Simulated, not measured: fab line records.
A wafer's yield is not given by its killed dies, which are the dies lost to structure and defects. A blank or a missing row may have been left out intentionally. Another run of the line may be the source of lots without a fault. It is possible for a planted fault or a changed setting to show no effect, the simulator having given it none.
Comparing a struck lot with a sound one	flow sky130	14 out of 708 route steps
Sound: these wafers, L343.1, L343.3, L343.4. Wafers struck: L346.1, L346.2, L346.3. The cause is named last.
Order at every step that has rows: each side's tool, ch and its chambers, its first start. Under that, the readings that differ: sound wafers	struck wafers	difference of the means	sigmas: that difference in standard deviations of wafers without a fault.
alike: words and numbers the same on both sides, and readings whose means are apart by under 2 such deviations; not compared: readings that were withheld, readings missing a value for some wafer, numbers with overlapping values and no deviation given by the record, and bounds like >300 which may hide the same value.
A row with sigmas, a row that says differs or no value, or rows on one side alone: a step with any of these is where the two part. Numbers that don't overlap but have no deviation are shown without sigmas and don't part them. Lack of a reading on every wafer of one side parts them only where that side has two or more wafers.

SKY_VIA3_CD_MEAS_12 targets a cd of 200 nm.
  sound: cd-sem-02 at day 42 13:47; struck: cd-sem-01 at day 42 19:57
  alike: cd-nm
SKY_VIA3_OVL_MEAS_13:
  sound: overlay-02 at day 42 13:55; struck: overlay-02 at day 42 20:04
  alike: VIA3_OVL
SKY_VIA3_ETCH_14: etches BARC in N2/H2, stops on SiO2, time 45.9 s, target depth 60 nm.
  sound on rie-diel-03 ch 1,2,3, day 42 13:57; struck on rie-diel-01 ch 0,1,2, day 42 20:06
  alike: drypump-motor-current-A, h2-flow-sccm, n2-flow-sccm, oes-product-au, throttle-valve-pct
  not compared: rf-hours-counter-h
SKY_VIA3_ETCH_15: etches SiO2 in C4F8/O2/Ar, stops on TiN, target depth 507 nm, time 78 s.
  sound on rie-diel-03 ch 1,2,3, day 42 13:59; struck on rie-diel-01 ch 0,1,2, day 42 20:08
  alike: oes-product-au
  not compared: rf-hours-counter-h
SKY_VIA3_STRIP_16: strips in O2/N2.
  sound on plasma-asher-02 ch 0,1, day 42 14:03; struck on plasma-asher-02 ch 0,1, day 42 20:12
  alike: drypump-motor-current-A, n2-flow-sccm, oes-product-au, strip-time-to-endpoint-s
  not compared: rf-hours-counter-h
then, 3 steps without rows for these wafers: SKY_VIA3_STRIP_17 (strips in post etch residue remover, time 1200 s); SKY_VIA3_CLEAN_18 (cleans in IPA, time 180 s); SKY_VIA3_CLEAN_19 (cleans in O3/DIW).
SKY_VIA3_SPUTTER_20: material TiN, target thk 20 nm, time 80 s.
  sound: pvd-sputter-03 at day 42 15:08; struck: pvd-sputter-03 at day 42 20:48
  alike: throttle-valve-pct
SKY_VIA3_CVD_21: deposits W, target thk 390 nm, time 117.31 s.
  sound on cvd-w-02 ch 0,1, day 42 15:12; struck on cvd-w-01 ch 0,1, day 42 20:52
  alike: heater-power-w
SKY_VIA3_RS_MEAS_22: the measuring method here is four-point-probe.
  sound: film-metro-01 at day 42 15:19; struck: film-metro-02 at day 42 20:59
  alike: VIA3_W_RS
SKY_VIA3_THK_MEAS_23: measures by xrf.
  sound: film-metro-01 at day 42 15:26; struck: film-metro-02 at day 42 21:06
reading	sound	struck	difference	sigmas
VIA3_W_THK (nm)	394 401 397	386 373 385	-16	-3
SKY_VIA3_CMP_24: polishes, stops on SiO2, t overpolish 20 s, target thk 0 nm.
  sound on cmp-02 ch 1,2,3, day 42 15:30; struck on cmp-02 ch 0,1,3, day 42 21:10
reading	sound	struck	difference	sigmas
overpolish-run-s (s)	19.988 20.002 20.000	0.047 0.030 0.034	-19.960	-99 or more
time-to-endpoint-s (s)	95 88 99	148 145 148	+53	+11
  alike: motor-current-A
-- the record jumps here: 6 days lie between the struck wafers' starts before and after (it left off in module VIA3 and takes up again in module PAD_OPEN, whose first step shown is number 708 of the route) --
SKY_PAD_OPEN_PROBE_99:
  sound: prober-02 at day 48 08:58; struck: prober-02 at day 48 14:26
reading	sound	struck	difference	sigmas
defect-limited-yield (%)	81.5 80.5 84.6	0 0 0	-82	-43
killed_at_M0_to_M3	35 41 31	451 445 454	+414	+65
killed-dies	91 96 76	492 492 492	+404	+44
killed-on-rim	13 20 11	96 96 96	+81	+21
sort_bin_3_pad_short (%)	0.6 1.0 0.8	85.6 80.7 85.4	+83.1	+99 or more
sort-n-pass	401 396 416	0 0 0	-404	-44
sort-yield-pct (%)	81.5 80.5 84.6	0 0 0	-82	-43
  alike: killed_at_M4_up, killed-at-contacts, killed-at-front-end, killed-at-other, killed-open, killed-short, sort_bin_5_function, sort_bin_6_memory

## WHERE THEY PART
At SKY_VIA3_THK_MEAS_23 first; at SKY_PAD_OPEN_PROBE_99 last (within this record only).

WHY: the cause the simulator had injected
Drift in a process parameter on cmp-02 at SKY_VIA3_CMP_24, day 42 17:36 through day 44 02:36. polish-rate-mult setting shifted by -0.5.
